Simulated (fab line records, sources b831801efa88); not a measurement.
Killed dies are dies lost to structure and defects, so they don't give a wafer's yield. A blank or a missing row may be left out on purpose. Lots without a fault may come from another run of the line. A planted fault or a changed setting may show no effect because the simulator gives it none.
A sampling plan put to the test | flow gf180mcu | one fab line, 17 faults that these records tell of, each judged on the records of the lots that it struck; 1 more is left out, because the records don't allow judging it
The plan is the line's own looks: the steps of the route at which a gauge or an inspection reads the wafer and doesn't change it. A look can be judged if struck wafers have a number there and the file gives its usual mean and standard deviation on fault-free wafers. Caught: at a look after the fault's first step, the mean of the struck wafers lies 4 or more of those standard deviations (sigma) from the usual mean. On the tool: the same test on the tool's own readings at the fault's steps. Another recipe on the struck wafers, or a record that is blank for them alone, also counts as caught.

THE FAULTS, as the simulator had put them in
1. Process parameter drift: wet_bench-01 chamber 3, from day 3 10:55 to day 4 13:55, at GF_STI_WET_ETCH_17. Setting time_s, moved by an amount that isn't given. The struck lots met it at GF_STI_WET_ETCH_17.
2. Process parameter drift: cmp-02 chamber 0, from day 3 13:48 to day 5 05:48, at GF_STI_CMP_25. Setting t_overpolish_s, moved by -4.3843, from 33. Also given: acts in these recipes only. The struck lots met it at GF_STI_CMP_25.
3. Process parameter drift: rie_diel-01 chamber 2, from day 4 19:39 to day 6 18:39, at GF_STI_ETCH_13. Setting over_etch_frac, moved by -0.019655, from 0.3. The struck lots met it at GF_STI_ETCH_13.
4. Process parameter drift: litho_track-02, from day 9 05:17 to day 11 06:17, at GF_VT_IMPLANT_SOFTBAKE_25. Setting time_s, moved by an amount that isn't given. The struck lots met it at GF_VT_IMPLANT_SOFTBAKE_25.
5. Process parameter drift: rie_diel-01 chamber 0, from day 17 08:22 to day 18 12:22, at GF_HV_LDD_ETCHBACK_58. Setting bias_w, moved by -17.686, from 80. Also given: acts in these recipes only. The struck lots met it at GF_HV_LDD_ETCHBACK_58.
6. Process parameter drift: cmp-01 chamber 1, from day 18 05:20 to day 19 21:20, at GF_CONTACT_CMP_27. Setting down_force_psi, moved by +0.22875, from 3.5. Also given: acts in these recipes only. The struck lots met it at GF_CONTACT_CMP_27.
7. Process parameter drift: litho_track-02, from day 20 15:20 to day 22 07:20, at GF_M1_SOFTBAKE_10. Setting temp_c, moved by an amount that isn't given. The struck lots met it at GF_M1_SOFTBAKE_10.
8. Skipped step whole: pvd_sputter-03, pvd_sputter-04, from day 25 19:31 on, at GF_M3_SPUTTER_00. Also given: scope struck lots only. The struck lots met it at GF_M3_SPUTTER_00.
9. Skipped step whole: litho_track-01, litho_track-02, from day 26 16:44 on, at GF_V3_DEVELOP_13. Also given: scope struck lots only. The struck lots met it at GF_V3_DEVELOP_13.
10. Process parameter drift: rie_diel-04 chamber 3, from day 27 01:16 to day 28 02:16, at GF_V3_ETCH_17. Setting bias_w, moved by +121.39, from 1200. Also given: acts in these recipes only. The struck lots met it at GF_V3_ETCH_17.
11. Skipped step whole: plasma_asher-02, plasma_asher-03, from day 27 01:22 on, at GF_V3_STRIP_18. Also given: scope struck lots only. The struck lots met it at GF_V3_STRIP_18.
12. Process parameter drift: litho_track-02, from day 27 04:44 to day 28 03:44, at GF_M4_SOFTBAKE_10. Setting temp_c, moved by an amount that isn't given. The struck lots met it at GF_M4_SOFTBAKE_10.
13. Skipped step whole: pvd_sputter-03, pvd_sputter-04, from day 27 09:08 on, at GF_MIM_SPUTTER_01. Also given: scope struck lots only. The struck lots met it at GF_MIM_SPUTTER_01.
14. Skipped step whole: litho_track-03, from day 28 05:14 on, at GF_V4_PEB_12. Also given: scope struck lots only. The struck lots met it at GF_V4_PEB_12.
15. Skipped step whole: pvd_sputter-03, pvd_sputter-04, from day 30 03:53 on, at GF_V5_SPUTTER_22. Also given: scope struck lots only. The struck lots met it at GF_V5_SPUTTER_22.
16. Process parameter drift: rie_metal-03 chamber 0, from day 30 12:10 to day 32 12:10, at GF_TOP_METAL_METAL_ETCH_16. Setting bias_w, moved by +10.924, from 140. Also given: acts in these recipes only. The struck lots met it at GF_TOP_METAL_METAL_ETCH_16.
17. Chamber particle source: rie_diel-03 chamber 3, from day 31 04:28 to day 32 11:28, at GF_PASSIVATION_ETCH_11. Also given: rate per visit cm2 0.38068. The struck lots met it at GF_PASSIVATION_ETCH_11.

WHAT THE PLAN SAW
fault | on the tool itself                               | first look that catches it                      | reading, sigma | median hours from its first step to that look | hours from the fault's start to the first struck lot there | judged looks passed uncaught
1     | run_length_s +99 or beyond sigma                 | not the one look that can be judged after it    | -              | -                                             | -                                                          | 1
2     | overpolish_run_s -99 or beyond sigma             | none of the 2 looks that can be judged after it | -              | -                                             | -                                                          | 2
3     | under 2 sigma                                    | no look after it can be judged                  | -              | -                                             | -                                                          | 0
4     | run_length_s -28 sigma                           | no look after it can be judged                  | -              | -                                             | -                                                          | 0
5     | bias_w -72 sigma                                 | not the one look that can be judged after it    | -              | -                                             | -                                                          | 1
6     | head_pressure_psi +30 sigma                      | no look after it can be judged                  | -              | -                                             | -                                                          | 0
7     | heater_power_total_W +49 sigma                   | GF_M1_CD_MEAS_14                                | cd_nm -7.5     | 12.3                                          | 17                                                         | 0
8     | the tool's record is blank for the struck wafers | no look after it can be judged                  | -              | -                                             | -                                                          | 0
9     | the tool's record is blank for the struck wafers | no look after it can be judged                  | -              | -                                             | -                                                          | 0
10    | bias_w +32 sigma                                 | not the one look that can be judged after it    | -              | -                                             | -                                                          | 1
11    | the tool's record is blank for the struck wafers | no look after it can be judged                  | -              | -                                             | -                                                          | 0
12    | heater_power_total_W -99 or beyond sigma         | GF_M4_CD_MEAS_14                                | cd_nm +19      | 9.6                                           | 12                                                         | 0
13    | the tool's record is blank for the struck wafers | no look after it can be judged                  | -              | -                                             | -                                                          | 0
14    | the tool's record is blank for the struck wafers | no look after it can be judged                  | -              | -                                             | -                                                          | 0
15    | the tool's record is blank for the struck wafers | no look after it can be judged                  | -              | -                                             | -                                                          | 0
16    | bias_w +26 sigma                                 | no look after it can be judged                  | -              | -                                             | -                                                          | 0
17    | under 2 sigma                                    | not the one look that can be judged after it    | -              | -                                             | -                                                          | 1
A dash: the fault isn't caught, or these records don't give the number.

Caught at a look: 2 of 17. Caught on the tool: 15 of 17. By one or the other: 15 of 17.
Caught on the tool alone: faults 1, 2, 4, 5, 6, 8, 9, 10, 11, 13, 14, 15, 16.
Caught by neither: faults 3, 17.

THINNER SAMPLING
If the look that catches a fault measured only every second or every third lot, by lot number, the first struck lot would be measured this late in the worst case:
fault | struck lots at that look, in order of time | every lot | every second lot | every third lot
7     | L420, L423                                 | 17 h      | 43 h             | may miss all 2
12    | L867, L868                                 | 12 h      | 23 h             | may miss all 2
Hours are from the fault's start to the first struck lot that is measured. The limit of 4 sigma was tested on all struck wafers together, so one lot alone may lie under it. Other struck lots may not be in these records.

THE LONGEST TIMED WAY FROM STEP TO LOOK
Fault 7: a median of 12.3 hours passes between GF_M1_SOFTBAKE_10 and GF_M1_CD_MEAS_14. No look between them can be judged.
